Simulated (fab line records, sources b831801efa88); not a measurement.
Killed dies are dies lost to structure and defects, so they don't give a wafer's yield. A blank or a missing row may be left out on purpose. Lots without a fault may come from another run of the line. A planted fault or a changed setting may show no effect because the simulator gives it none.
Chamber matching | flow sky130 | SKY_CAP2M_CVD_00 on pecvd-04: 3 sister chambers
The step deposits SiO2, target thk 15.5 nm. 3 wafers are shown with their chamber, then 7 later ones without.

WAFERS WITH THEIR CHAMBER
wafer  | chamber | heater_power_w (W)
L721.6 | 1       | 641
L723.1 | 2       | 671
L723.4 | 0       | 693

WAFERS WITHOUT THEIR CHAMBER
wafer  | heater_power_w (W)
L723.5 | 696
L735.1 | 668
L735.2 | 736
L735.4 | 648
L738.1 | 648
L738.2 | 805
L738.4 | 666

WHICH CHAMBER EACH WENT THROUGH
wafer  | from the rows above          | in truth
L723.5 | can't be placed: 0 or 2 or 1 | 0
L735.1 | can't be placed: 2 or 0 or 1 | 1
L735.2 | can't be placed: 0 or 2 or 1 | 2
L735.4 | can't be placed: 1 or 2 or 0 | 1
L738.1 | can't be placed: 1 or 2 or 0 | 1
L738.2 | can't be placed: 0 or 2 or 1 | 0
L738.4 | can't be placed: 2 or 1 or 0 | 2
Placed correctly: 0 of 7. Can't be placed from these rows: 7 (the true chamber is among the candidates in 7). Placed wrongly: 0.
How it was worked out, from the rows above alone: a wafer's distance from a chamber is the root of the sum, over the readings, of the square of ((its reading less the chamber's mean) divided by the reading's scatter). The wafer belongs to the nearest chamber; if the next one is less than 2 further off, it can't be placed. A chamber's mean is the mean of its shown wafers. The scatter: with one shown wafer a chamber, the root of the mean of the squares of how far each hidden wafer lies from its nearest shown one.
